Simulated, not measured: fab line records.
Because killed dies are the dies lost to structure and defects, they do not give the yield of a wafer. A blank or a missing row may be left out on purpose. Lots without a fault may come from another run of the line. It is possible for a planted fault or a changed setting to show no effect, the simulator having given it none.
The tool behind it: which one? | flow sky130 | 24 lots, 72 wafers sampled, at 5 steps of a route of 708

== WHAT THE GAUGES SHOWED, per wafer ==
SKY_RES_XHIGH_TW_MEAS_09. Usual: RES_XHIGH_TW typically reads 1648, with standard deviation 15.
lot  | measured     | on            | RES_XHIGH_TW   | flag
L074 | day 26 12:55 | film metro-03 | 1663 1672 1667 |
L075 | day 26 23:42 | film metro-01 | 1620 1624 1623 |
L076 | day 27 12:15 | film metro-01 | 1637 1634 1628 |
L077 | day 27 12:34 | film metro-01 | 1615 1621 1629 |
L078 | day 27 21:49 | film metro-03 | 1653 1656 1663 |
L079 | day 28 13:52 | film metro-01 | 1626 1625 1625 |
L080 | day 28 14:38 | film metro-04 | 1660 1653 1646 |
L081 | day 28 23:16 | film metro-04 | 1652 1649 1654 |
L082 | day 29 04:35 | film metro-04 | 1642 1648 1645 |
L083 | day 29 20:56 | film metro-03 | 1646 1641 1666 |
L084 | day 30 02:53 | film metro-03 | 1649 1653 1659 |
L085 | day 30 04:33 | film metro-03 | 1661 1657 1665 |
L086 | day 30 20:43 | film metro-01 | 1638 1638 1631 |
L087 | day 31 05:37 | film metro-03 | 1655 1657 1662 |
L088 | day 31 11:34 | film metro-01 | 1629 1621 1626 |
L089 | day 33 10:40 | film metro-04 | 1651 1653 1659 |
L090 | day 33 12:10 | film metro-04 | 1657 1662 1652 |
L092 | day 33 13:37 | film metro-04 | 1657 1651 1656 |
L093 | day 33 15:07 | film metro-03 | 1655 1670 1665 |
L091 | day 33 15:09 | film metro-04 | 1652 1650 1658 |
L095 | day 33 17:52 | film metro-04 | 1657 1653 1656 |
L094 | day 33 18:58 | film metro-03 | 1667 1655 1666 |
L096 | day 33 21:43 | film metro-04 | 1642 1655 1650 |
L097 | day 34 09:25 | film metro-01 | 1611 1624 1619 |

SKY_LI_CONTACT_THK_MEAS_01. Usual: LI_CONTACT_HDPCVD_THK typically reads 931 nm, with standard deviation 11.
lot  | measured     | on            | LI_CONTACT_HDPCVD_THK (nm) | flag
L074 | day 27 19:13 | film metro-04 | 938 908 941                |
L075 | day 28 05:05 | film metro-04 | 934 945 968                |
L076 | day 28 17:44 | film metro-01 | 946 927 931                |
L077 | day 28 17:53 | film metro-03 | 929 929 927                |
L078 | day 29 02:51 | film metro-04 | 921 932 923                |
L079 | day 29 18:17 | film metro-03 | 941 934 948                |
L080 | day 29 19:31 | film metro-03 | 945 939 918                |
L081 | day 30 04:23 | film metro-04 | 924 944 938                |
L082 | day 30 08:54 | film metro-01 | 938 921 937                |
L083 | day 31 02:01 | film metro-04 | 951 912 930                |
L084 | day 31 07:28 | film metro-01 | 932 920 935                |
L085 | day 31 08:35 | film metro-01 | 944 940 929                |
L086 | day 32 01:05 | film metro-04 | 931 909 920                |
L087 | day 32 09:50 | film metro-01 | 929 930 900                |
L088 | day 32 15:58 | film metro-03 | 937 921 953                |
L089 | day 34 14:23 | film metro-03 | 928 936 922                |
L090 | day 34 15:02 | film metro-04 | 922 919 923                |
L092 | day 34 16:50 | film metro-01 | 945 938 943                |
L093 | day 34 18:41 | film metro-04 | 926 933 922                |
L091 | day 34 18:59 | film metro-04 | 933 936 921                |
L095 | day 34 20:56 | film metro-03 | 937 934 915                |
L094 | day 34 22:05 | film metro-03 | 916 915 929                |
L096 | day 35 00:53 | film metro-04 | 942 924 937                |
L097 | day 35 12:53 | film metro-04 | 927 927 930                |

SKY_CONTACT_THK_MEAS_01. Usual: CONTACT_CVD_00_THK typically reads 75.3 nm, with standard deviation 1.2.
lot  | measured     | on            | CONTACT_CVD_00_THK (nm) | flag
L074 | day 30 05:35 | film metro-03 | 74.4 74.9 75.6          |
L075 | day 30 15:04 | film metro-03 | 76.3 75.1 77.9          |
L076 | day 31 03:31 | film metro-02 | 74.9 74.7 75.3          |
L077 | day 31 03:58 | film metro-02 | 73.5 75.8 75.1          |
L078 | day 31 11:54 | film metro-01 | 73.5 73.9 75.1          |
L079 | day 32 03:45 | film metro-03 | 73.5 74.5 75.0          |
L080 | day 32 05:47 | film metro-03 | 74.0 75.9 77.3          |
L081 | day 32 13:49 | film metro-03 | 74.2 75.0 74.8          |
L082 | day 32 17:53 | film metro-03 | 73.7 74.9 74.6          |
L083 | day 33 09:56 | film metro-03 | 76.8 75.3 76.1          |
L084 | day 33 15:19 | film metro-01 | 75.7 76.9 78.2          |
L085 | day 33 16:28 | film metro-03 | 75.4 74.8 75.2          |
L086 | day 34 09:52 | film metro-01 | 74.8 76.2 75.3          |
L087 | day 34 17:53 | film metro-03 | 73.2 76.4 77.2          |
L088 | day 34 23:58 | film metro-02 | 74.7 76.6 77.5          |
L089 | day 36 21:07 | film metro-02 | 74.4 75.4 76.8          |
L090 | day 36 21:59 | film metro-03 | 75.6 77.2 76.0          |
L092 | day 37 00:13 | film metro-02 | 74.8 74.1 75.5          |
L093 | day 37 02:43 | film metro-02 | 74.3 73.4 74.0          |
L091 | day 37 02:57 | film metro-02 | 76.1 74.4 75.4          |
L095 | day 37 04:22 | film metro-03 | 74.5 74.6 75.8          |
L094 | day 37 06:22 | film metro-03 | 74.7 75.6 76.6          |
L096 | day 37 07:58 | film metro-03 | 74.8 75.3 76.0          |
L097 | day 37 17:58 | film metro-01 | 77.0 76.2 77.3          |

== WHAT TOOL EACH LOT RAN ON (gives the tool, then ch and the chambers of the sampled wafers, and finally the start) ==
lot  | SKY_LI_CONTACT_ETCH_14             | SKY_LI_CONTACT_SPUTTER_19
L074 | rie diel-01 ch 0,2,3, day 28 23:49 | pvd sputter-02, day 29 00:14
L075 | rie diel-01 ch 2,3, day 29 09:19   | pvd sputter-01, day 29 09:46
L076 | rie diel-02 ch 1,2,3, day 29 21:43 | pvd sputter-01, day 29 22:10
L077 | rie diel-03 ch 1,3, day 29 22:04   | pvd sputter-02, day 29 22:31
L078 | rie diel-03 ch 0,2, day 30 06:46   | pvd sputter-02, day 30 07:11
L079 | rie diel-03 ch 1,3, day 30 22:10   | pvd sputter-01, day 30 22:36
L080 | rie diel-01 ch 0,2, day 31 00:25   | pvd sputter-01, day 31 00:52
L081 | rie diel-03 ch 0,3, day 31 07:55   | pvd sputter-04, day 31 08:21
L082 | rie diel-02 ch 0,1,3, day 31 12:37 | pvd sputter-04, day 31 13:02
L083 | rie diel-01 ch 0,1,2, day 32 05:22 | pvd sputter-02, day 32 05:49
L084 | rie diel-03 ch 2,3, day 32 10:46   | pvd sputter-04, day 32 11:12
L085 | rie diel-03 ch 1,3, day 32 11:46   | pvd sputter-01, day 32 12:12
L086 | rie diel-02 ch 0,2, day 33 04:58   | pvd sputter-04, day 33 05:23
L087 | rie diel-01 ch 1,2,3, day 33 13:28 | pvd sputter-02, day 33 13:53
L088 | rie diel-03 ch 0,1,3, day 33 19:13 | pvd sputter-04, day 33 19:38
L089 | rie diel-01 ch 0,1,3, day 35 17:22 | pvd sputter-01, day 35 17:47
L090 | rie diel-03 ch 0,2, day 35 17:43   | pvd sputter-02, day 35 18:08
L092 | rie diel-03 ch 0,2, day 35 19:52   | pvd sputter-01, day 35 20:18
L093 | rie diel-02 ch 0,2,3, day 35 22:07 | pvd sputter-01, day 35 22:32
L091 | rie diel-01 ch 0,2,3, day 35 22:28 | pvd sputter-02, day 35 22:54
L095 | rie diel-03 ch 0,2,3, day 36 00:07 | pvd sputter-01, day 36 00:32
L094 | rie diel-02 ch 0,2,3, day 36 01:13 | pvd sputter-01, day 36 01:38
L096 | rie diel-03 ch 0,2, day 36 04:04   | pvd sputter-04, day 36 04:29
L097 | rie diel-03 ch 0,2,3, day 36 15:10 | pvd sputter-01, day 36 15:35
- SKY_LI_CONTACT_ETCH_14: etches BARC in N2/H2, stops on SiO2, time 45.9 s, target depth 60 nm.
- SKY_LI_CONTACT_SPUTTER_19: material Ti, target thk 20 nm, time 106.37 s.

== WHAT THE TOOLS THEMSELVES READ (means of the sampled wafers that have a number; where no wafer has one, the mark that the record gives instead) ==
SKY_LI_CONTACT_ETCH_14. Usual: drypump motor current A 5.6 A, standard deviation 0.46; oes product au 0.854 a.u., standard deviation 0.0045; throttle valve pct 13.225 %, standard deviation 0.009.
lot  | tool        | drypump motor current A (A) | oes product au (a.u.) | throttle valve pct (%) | flag
L074 | rie diel-01 | 5.6                         | 0.854                 | 13.225                 |
L075 | rie diel-01 | 5.5                         | 0.854                 | 13.224                 |
L076 | rie diel-02 | 5.7                         | 0.854                 | 13.227                 |
L077 | rie diel-03 | 5.5                         | 0.854                 | 13.230                 |
L078 | rie diel-03 | 5.9                         | 0.855                 | 13.224                 |
L079 | rie diel-03 | 5.5                         | 0.850                 | 13.231                 |
L080 | rie diel-01 | 5.7                         | 0.852                 | 13.229                 |
L081 | rie diel-03 | 5.5                         | 0.863                 | 13.221                 |
L082 | rie diel-02 | 5.5                         | 0.855                 | 13.232                 |
L083 | rie diel-01 | 5.3                         | 0.855                 | 13.225                 |
L084 | rie diel-03 | 6.1                         | 0.850                 | 13.228                 |
L085 | rie diel-03 | 5.5                         | 0.854                 | 13.220                 |
L086 | rie diel-02 | 5.5                         | 0.857                 | 13.228                 |
L087 | rie diel-01 | 5.2                         | 0.852                 | 13.220                 |
L088 | rie diel-03 | 5.6                         | 0.857                 | 13.232                 |
L089 | rie diel-01 | 5.6                         | 0.850                 | 13.229                 |
L090 | rie diel-03 | 6.1                         | 0.850                 | 13.214                 |
L092 | rie diel-03 | 6.2                         | 0.850                 | 13.223                 |
L093 | rie diel-02 | 5.5                         | 0.851                 | 13.224                 |
L091 | rie diel-01 | 5.6                         | 0.858                 | 13.228                 |
L095 | rie diel-03 | 5.8                         | 0.856                 | 13.234                 |
L094 | rie diel-02 | 5.6                         | 0.852                 | 13.224                 |
L096 | rie diel-03 | 5.9                         | 0.854                 | 13.221                 |
L097 | rie diel-03 | 5.8                         | 0.855                 | 13.226                 |

SKY_LI_CONTACT_SPUTTER_19. Usual: cathode dc power W 2500.0 W, standard deviation 0.43; chamber pressure pa 5.002 Pa, standard deviation 0.0098; throttle valve pct 30.1 %, standard deviation 1.4.
lot  | tool           | cathode dc power W (W) | chamber pressure pa (Pa) | throttle valve pct (%) | flag
L074 | pvd sputter-02 | 2499.7                 | 5.002                    | 29.6                   |
L075 | pvd sputter-01 | 2500.1                 | 4.999                    | 31.0                   |
L076 | pvd sputter-01 | 2500.3                 | 5.002                    | 30.8                   |
L077 | pvd sputter-02 | 2500.2                 | 5.008                    | 29.9                   |
L078 | pvd sputter-02 | 2500.2                 | 5.005                    | 30.0                   |
L079 | pvd sputter-01 | 2499.8                 | 4.988                    | 31.8                   |
L080 | pvd sputter-01 | 2500.2                 | 5.004                    | 29.9                   |
L081 | pvd sputter-04 | 2500.1                 | 4.996                    | 29.3                   |
L082 | pvd sputter-04 | 2500.0                 | 4.992                    | 30.0                   |
L083 | pvd sputter-02 | 2499.9                 | 5.001                    | 29.9                   |
L084 | pvd sputter-04 | 2500.3                 | 4.998                    | 29.4                   |
L085 | pvd sputter-01 | 2500.3                 | 4.994                    | 30.6                   |
L086 | pvd sputter-04 | 2499.8                 | 4.997                    | 29.5                   |
L087 | pvd sputter-02 | 2499.8                 | 5.008                    | 30.5                   |
L088 | pvd sputter-04 | 2499.3                 | 5.005                    | 30.3                   |
L089 | pvd sputter-01 | 2499.8                 | 5.005                    | 31.9                   |
L090 | pvd sputter-02 | 2499.9                 | 5.002                    | 30.0                   |
L092 | pvd sputter-01 | 2499.8                 | 5.011                    | 29.7                   |
L093 | pvd sputter-01 | 2500.4                 | 5.000                    | 30.5                   |
L091 | pvd sputter-02 | 2500.1                 | 5.002                    | 29.8                   |
L095 | pvd sputter-01 | 2499.7                 | 5.009                    | 30.4                   |
L094 | pvd sputter-01 | 2500.0                 | 5.017                    | 29.6                   |
L096 | pvd sputter-04 | 2499.8                 | 4.993                    | 29.3                   |
L097 | pvd sputter-01 | 2500.1                 | 4.992                    | 30.5                   |

== THE ANSWER, worked out from the rows above alone ==
Rule: a lot is off if the mean of its wafers that have a number lies more than 3 standard deviations from the usual mean. Also off: a lot with no number at a reading for which 4 or more lots have one. The other lots that the step has rows for count as sound. After the gauges, taken in route order, come the tools' own readings; for these a lot's mean is taken, as printed above. At the first step where some lot is off, the reading lying furthest off is the one used; lots without a number count as furthest.
Nothing can be told from this: no lot is off at any reading shown.

== WHAT THE SIMULATOR HAD INSERTED ==
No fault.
